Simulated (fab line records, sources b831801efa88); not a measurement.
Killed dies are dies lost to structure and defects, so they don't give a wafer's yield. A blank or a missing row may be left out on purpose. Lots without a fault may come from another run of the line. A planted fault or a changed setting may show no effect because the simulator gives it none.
Split-lot experiment | flow gf180mcu | 5 lots, 23 wafers read, on a route of 602 steps

THE SPLIT
At GF_V1_SPUTTER_21 (material Ti, target thk 15 nm, time 80.02 s), the setting time_s was moved away from the recipe's 80.02 s on 9 of the 23 wafers read, by -4.1% to +14.4%. The other wafers ran this setting at the recipe's value.

The reading is taken at the split's own step.

THE READING
Ti_of_V1_SPUTTER_21.thk_nm (the simulator's own value, which no gauge read), in nm, at GF_V1_SPUTTER_21 (material Ti, target thk 15 nm, time 80.02 s). The file gives no usual value for it. The 14 wafers here that ran the recipe average 15.16 nm, standard deviation 0.21 nm.

wafer  | tool, chamber at the split | time_s as run, s | against the recipe | Ti_of_V1_SPUTTER_21.thk_nm, nm | against lot-mates on the recipe
L075.1 | pvd_sputter-04, -          | 91.32            | +14.1%             | 17.26                          | +1.98
L075.3 | pvd_sputter-04, -          | 91.32            | +14.1%             | 17.39                          | +2.11
L075.4 | pvd_sputter-04, -          | 91.32            | +14.1%             | 17.35                          | +2.07
L075.5 | pvd_sputter-04, -          | 80.02            | recipe             | 15.39                          | -
L075.6 | pvd_sputter-04, -          | 80.02            | recipe             | 15.17                          | -
L076.1 | pvd_sputter-03, -          | 90.66            | +13.3%             | 17.08                          | +1.77
L076.3 | pvd_sputter-03, -          | 80.02            | recipe             | 15.29                          | -
L076.4 | pvd_sputter-03, -          | 80.02            | recipe             | 15.39                          | -
L076.5 | pvd_sputter-03, -          | 80.02            | recipe             | 15.25                          | -
L076.6 | pvd_sputter-03, -          | 90.66            | +13.3%             | 17.18                          | +1.87
L079.2 | pvd_sputter-02, -          | 80.02            | recipe             | 14.94                          | -
L079.5 | pvd_sputter-02, -          | 80.02            | recipe             | 14.97                          | -
L079.6 | pvd_sputter-02, -          | 80.02            | recipe             | 14.81                          | -
L082.1 | pvd_sputter-04, -          | 91.52            | +14.4%             | 17.07                          | +2.11
L082.3 | pvd_sputter-04, -          | 91.52            | +14.4%             | 17.16                          | +2.20
L082.4 | pvd_sputter-04, -          | 80.02            | recipe             | 14.89                          | -
L082.5 | pvd_sputter-04, -          | 80.02            | recipe             | 14.96                          | -
L082.6 | pvd_sputter-04, -          | 80.02            | recipe             | 15.02                          | -
L084.2 | pvd_sputter-03, -          | 80.02            | recipe             | 15.36                          | -
L084.3 | pvd_sputter-03, -          | 80.02            | recipe             | 15.43                          | -
L084.4 | pvd_sputter-03, -          | 76.77            | -4.1%              | 14.71                          | -0.68
L084.5 | pvd_sputter-03, -          | 76.77            | -4.1%              | 14.62                          | -0.77
L084.6 | pvd_sputter-03, -          | 80.02            | recipe             | 15.39                          | -

THE FIT
A straight line over all 23 wafers: Ti_of_V1_SPUTTER_21.thk_nm changes by +0.145 nm for each +1% of time_s; r = +0.98; the points scatter about the line by 0.19 nm.
The same after taking each lot's own level away (the mean of its wafers on the recipe; 23 wafers): +0.147 nm for each +1%; r = +1.00; scatter 0.084 nm.
On that fit, the largest move of time_s shifts the reading by 2.1 nm.
The lots' own levels span 14.907 to 15.393 nm, that is 2.3 times the standard deviation above.
So the lot-to-lot level changes the slope little: the two slopes agree.
Check: with one of the wafers moved furthest among these (+14.4%) left out of the fit, the line predicts +2.08 nm for it against its lot-mates. It came out at +2.11 nm against them.

OTHER SPLITS ON THESE WAFERS
These wafers also went through other splits before the reading. Each is held against what the fit with the lots' levels taken away leaves over:
other split on the same wafers   | wafers away from the commonest value | r with Ti_of_V1_SPUTTER_21.thk_nm (lot level and that fit taken away)
GF_CONTACT_CVD_24 temp_c         | 7                                    | -0.32
GF_CONTACT_CMP_27 t_overpolish_s | 9                                    | -0.21

THE FILE'S OWN FIT
Ti_of_V1_SPUTTER_21.thk_nm changes by +0.145 nm for each +1% of time_s, r = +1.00.
